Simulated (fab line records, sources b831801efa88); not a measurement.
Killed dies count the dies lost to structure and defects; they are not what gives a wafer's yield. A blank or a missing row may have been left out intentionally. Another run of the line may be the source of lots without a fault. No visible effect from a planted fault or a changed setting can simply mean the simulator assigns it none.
Chamber matching | flow sky130 | SKY_LI_CONTACT_ETCH_14 on rie_diel-03: 4 sister chambers
The step etches BARC in N2/H2, stops on SiO2, time 45.9 s, target depth 60 nm. 4 wafers are shown with their chamber, then 9 later ones without.

== WAFERS WITH THEIR CHAMBER ==
wafer  | chamber | oes_product_au (a.u.)
L090.6 | 0       | 0.850
L093.2 | 2       | 0.845
L093.3 | 1       | 0.852
L093.5 | 3       | 0.856

== WAFERS MISSING THEIR CHAMBER ==
wafer  | oes_product_au (a.u.)
L094.3 | 0.851
L094.5 | 0.855
L094.6 | 0.848
L096.1 | 0.860
L096.3 | 0.851
L096.5 | 0.850
L097.2 | 0.845
L097.3 | 0.853
L097.5 | 0.855

== WHICH CHAMBER EACH ONE RAN IN ==
wafer  | from the rows above          | in truth
L094.3 | can't be placed: 0 or 1      | 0
L094.5 | can't be placed: 3 or 1      | 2
L094.6 | can't be placed: 0 or 2 or 1 | 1
L096.1 | 3                            | 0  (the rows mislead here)
L096.3 | can't be placed: 0 or 1      | 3
L096.5 | can't be placed: 0 or 1      | 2
L097.2 | 2                            | 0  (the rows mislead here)
L097.3 | can't be placed: 1 or 0 or 3 | 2
L097.5 | can't be placed: 3 or 1      | 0
Placed correctly: 0 of 9. From these rows, 7 cannot be placed; in 2 the true chamber is one of the candidates. Placed wrongly: 2.
How it was worked out, from the rows above alone: a wafer's distance from a chamber is the root of the sum, over the readings, of the square of ((its reading less the chamber's mean) divided by the reading's scatter). The wafer belongs to the nearest chamber; if the next one is less than 2 further off, it can't be placed. Each chamber's mean is taken over the wafers shown for it. The scatter: root of mean squared gap, hidden wafer to nearest shown wafer, with one shown wafer a chamber.
